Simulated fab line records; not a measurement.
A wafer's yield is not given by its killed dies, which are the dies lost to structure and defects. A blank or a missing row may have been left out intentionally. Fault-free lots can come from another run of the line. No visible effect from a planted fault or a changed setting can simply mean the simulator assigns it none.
A struck lot beside a sound one :: flow sky130 :: 15 steps out of a route of 708
Sound: wafers L626.1, L626.4, L626.6. Wafers struck: L637.2, L637.3, L637.6. Last of all comes the cause.
Per side, at each step with rows, come the tool, then ch with its chambers, and then its first start. Under that, the readings that differ: sound wafers :: struck wafers :: difference of the means :: sigmas: that difference in standard deviations of wafers without a fault.
alike: same words and numbers on both sides, and readings whose means sit less than 2 such deviations apart. not compared: any withheld reading, any reading some wafer has no value for, any bound like >300 that may hide the same value, and any number with overlapping values for which the record gives no deviation.
The two part at a step that has a row with sigmas, a row that says differs or no value, or rows on one side only. Numbers that have no deviation but don't overlap get no sigmas and don't part them. A reading missing from all wafers of one side parts the sides only when that side holds two or more wafers.

first, 8 steps without rows for these wafers: SKY_METAL4_DEHYDRATE_05 (time 60 s); SKY_METAL4_HMDS_06 (prime time 60 s); SKY_METAL4_COAT_07 (resist thk 60 nm); SKY_METAL4_COAT_08 (resist thk 1140 nm); SKY_METAL4_SOFTBAKE_09 (time 90 s); SKY_METAL4_EXPOSE_10 (exposes mask MM4, target cd 300 nm); SKY_METAL4_PEB_11; SKY_METAL4_DEVELOP_12 (develop time 60 s).
SKY_METAL4_CD_MEAS_13: target cd 300 nm.
  struck on cd_sem-02, day 45 09:35; sound on cd_sem-01, day 42 03:49
  alike: cd_nm
SKY_METAL4_OVL_MEAS_14:
  struck on overlay-02, day 45 09:41; sound on overlay-01, day 42 03:56
  alike: METAL4_OVL
SKY_METAL4_DESCUM_15: chemistry O2, time 8 s.
  sound on rie_metal-01 ch 0,1, day 42 03:58; struck on rie_metal-03 ch 0, day 45 09:43
  alike: drypump_motor_current_A, oes_product_au, rf_fwd_power_W
  not compared: rf_hours_counter_h
SKY_METAL4_ETCH_16: etches BARC in N2/H2, stops on SiO2, time 88.2 s, target depth 60 nm.
  sound on rie_metal-01 ch 0,1, day 42 04:00; struck on rie_metal-03 ch 0, day 45 09:45
  alike: bias_w, chamber_pressure_mTorr, drypump_motor_current_A, oes_product_au, rf_fwd_power_W, throttle_valve_pct
  not compared: rf_hours_counter_h
SKY_METAL4_ETCH_17: etches SiO2 in C4F8/O2/Ar, stops on TiN, time 3.9 s, target depth 15 nm.
  sound on rie_diel-01 ch 0,2, day 42 04:06; struck on rie_diel-01 ch 0,1,2, day 45 09:51
  no value came back on the struck wafers for bias_w (W), chamber_pressure_mTorr (mTorr), oes_product_au (a.u.), rf_fwd_power_W (W); on the sound wafers bias_w (W) reads 1201 1195 1198
  not compared: rf_hours_counter_h
SKY_METAL4_METAL_ETCH_18: etches the open film in Cl2/BCl3, stops on SiO2, target depth 845 nm, time 183.1 s.
  sound on rie_metal-03 ch 0,1, day 42 04:07; struck on rie_metal-02 ch 0,1, day 45 09:52
  alike: bcl3_flow_sccm, bias_w, drypump_motor_current_A, oes_product_au, rf_fwd_power_W, throttle_valve_pct
  not compared: rf_hours_counter_h
-- the record jumps here: 4 days lie between the struck wafers' starts before and after (it left off in module METAL4 and takes up again in module PAD_OPEN, whose first step shown is number 708 of the route) --
SKY_PAD_OPEN_PROBE_99:
  struck on prober-01, day 48 23:16; sound on prober-02, day 46 01:47
reading: hold
sound: - - -
struck: await_dispo/0.7h/scrap await_dispo/0.7h/scrap await_dispo/0.7h/scrap
difference: no value on the sound wafers
sigmas: 

reading: defect_limited_yield (%)
sound: 86.4 82.7 83.3
struck: 0 0 0
difference: -84
sigmas: -42

reading: killed_at_M4_up
sound: 1 4 2
struck: 426 427 397
difference: +414
sigmas: +99 or more

reading: killed_dies
sound: 67 85 82
struck: 492 492 492
difference: +414
sigmas: +42

reading: killed_on_rim
sound: 15 17 19
struck: 96 96 96
difference: +79
sigmas: +21

reading: sort_bin_5_function (%)
sound: 9.3 10.6 8.7
struck: 93.3 93.9 91.1
difference: +83.2
sigmas: +55

reading: sort_n_pass
sound: 425 407 410
struck: 0 0 0
difference: -414
sigmas: -42

reading: sort_yield_pct (%)
sound: 86.4 82.7 83.3
struck: 0 0 0
difference: -84
sigmas: -42
  alike: killed_at_M0_to_M3, killed_at_contacts, killed_at_front_end, killed_at_other, killed_open, killed_short, sort_bin_3_pad_short, sort_bin_6_memory

WHERE THEY PART
At SKY_METAL4_ETCH_17 first; at SKY_PAD_OPEN_PROBE_99 last (within this record only).

WHY: whatever the simulator had introduced
Skipped step whole: rie_diel-01, from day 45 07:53 on, at SKY_METAL4_ETCH_17. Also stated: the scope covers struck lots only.
